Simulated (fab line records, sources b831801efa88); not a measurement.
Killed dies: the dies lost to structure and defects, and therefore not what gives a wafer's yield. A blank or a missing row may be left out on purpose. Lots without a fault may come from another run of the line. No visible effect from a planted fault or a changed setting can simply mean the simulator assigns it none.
Struck lot and sound lot, side by side    flow sky130    25 steps out of a route of 708
Sound: wafers L416.1, L416.3, L416.6. Wafers struck: L432.1, L432.2, L432.4. The cause is given at the end.
Per side, at each step with rows, come the tool, then ch with its chambers, and then its first start. Under that, the readings that differ: sound wafers    struck wafers    difference of the means    sigmas: that difference in standard deviations of wafers without a fault.
alike: a reading whose means differ by less than 2 such deviations, as well as words and numbers matching on both sides. not compared: withheld readings; readings where some wafer has no value; bounds like >300 that might hide an equal value; numbers whose values overlap and for which the record gives no deviation.
Wherever a step has rows on one side only, a row that says differs or no value, or a row with sigmas, the two part there. Numbers that don't overlap but have no deviation are shown without sigmas and don't part them. A reading missing from all wafers of one side parts the sides only when that side holds two or more wafers.

SKY_POLY_CUT_ETCH_11: etches Si3N4 in CF4/CH2F2/Ar, stops on poly-Si, time 42.5 s, target depth 60 nm.
  sound on rie-diel-01 ch 2,3, day 25 03:47; struck on rie-diel-01 ch 0,1,2, day 30 19:20
  alike: drypump-motor-current-A, mfc-ar-sccm, oes-product-au, throttle-valve-pct
  not compared: rf-hours-counter-h
SKY_POLY_CUT_STRIP_12: strips in O2/N2.
  sound on plasma-asher-01 ch 0,1, day 25 03:50; struck on plasma-asher-02 ch 0,1, day 30 19:23
  alike: drypump-motor-current-A, n2-flow-sccm, oes-product-au, strip-time-to-endpoint-s
  not compared: rf-hours-counter-h
then, 7 steps without rows for these wafers: SKY_SD_P_DEHYDRATE_00 (time 60 s); SKY_SD_P_HMDS_01 (prime time 60 s); SKY_SD_P_COAT_02 (resist thk 1140 nm); SKY_SD_P_SOFTBAKE_03 (time 60 s); SKY_SD_P_EXPOSE_04 (exposes mask PSDM, target cd 380 nm); SKY_SD_P_PEB_05; SKY_SD_P_DEVELOP_06 (develop time 60 s).
SKY_SD_P_CD_MEAS_07: target cd 380 nm.
  sound on cd-sem-01, day 26 09:14; struck on cd-sem-02, day 31 23:00
  alike: cd-nm
SKY_SD_P_OVL_MEAS_08:
  sound on overlay-01, day 26 09:22; struck on overlay-01, day 31 23:07
  alike: SD_P_OVL
following that, these wafers have no rows for 1 step: SKY_SD_P_IMPLANT_09.
SKY_SD_P_STRIP_10: strips in O2/N2.
  sound on plasma-asher-04 ch 0, day 26 09:33; struck on plasma-asher-04 ch 0,1, day 31 23:19
reading                                    sound              struck             difference                     sigmas
oes-product-au (a.u.)                      0.620 0.618 0.618  0.792 0.781 0.783  +0.167                         +36
strip-time-to-endpoint-s (s)               17.57 17.60 17.58  - - -              no value on the struck wafers  
model.NOVOLAK_of_SD_P_COAT_02.thk-nm (nm)  0 0 0              153.5 153.1 153.3  +153.3                         
  alike: drypump-motor-current-A, n2-flow-sccm
  not compared: rf-hours-counter-h
SKY_SD_P_TW_MEAS_11:
  sound on film-metro-01, day 26 09:39; struck on film-metro-03, day 31 23:25
  alike: SD_P_TW
then, 8 steps without rows for these wafers: SKY_RES_XHIGH_DEHYDRATE_00 (time 60 s); SKY_RES_XHIGH_HMDS_01 (prime time 60 s); SKY_RES_XHIGH_COAT_02 (resist thk 1140 nm); SKY_RES_XHIGH_SOFTBAKE_03 (time 60 s); SKY_RES_XHIGH_EXPOSE_04 (exposes mask URPM, target cd 1270 nm); SKY_RES_XHIGH_PEB_05; SKY_RES_XHIGH_DEVELOP_06 (develop time 60 s); SKY_RES_XHIGH_IMPLANT_07.
SKY_RES_XHIGH_STRIP_08: strips in O2/N2.
  sound on plasma-asher-03 ch 0,1, day 27 14:56; struck on plasma-asher-03 ch 0,1, day 33 03:33
reading                       sound                 struck                difference  sigmas
strip-time-to-endpoint-s (s)  14.340 14.362 14.368  16.718 16.667 16.709  +2.341      +99 or more
  alike: drypump-motor-current-A, n2-flow-sccm, oes-product-au
  not compared: rf-hours-counter-h
SKY_RES_XHIGH_TW_MEAS_09:
  sound on film-metro-03, day 27 15:02; struck on film-metro-04, day 33 03:39
reading       sound           struck    difference  sigmas
RES_XHIGH_TW  1671 1667 1664  30 29 30  -1638       -99 or more
then, 1 step without rows for these wafers: SKY_SD_N_DEHYDRATE_00 (time 60 s).

WHERE THEY PART
At SKY_SD_P_STRIP_10 first; at SKY_RES_XHIGH_TW_MEAS_09 last (within this record only).

WHY: what had been put in by the simulator
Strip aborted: plasma-asher-04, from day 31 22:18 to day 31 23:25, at SKY_SD_P_STRIP_10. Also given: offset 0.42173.
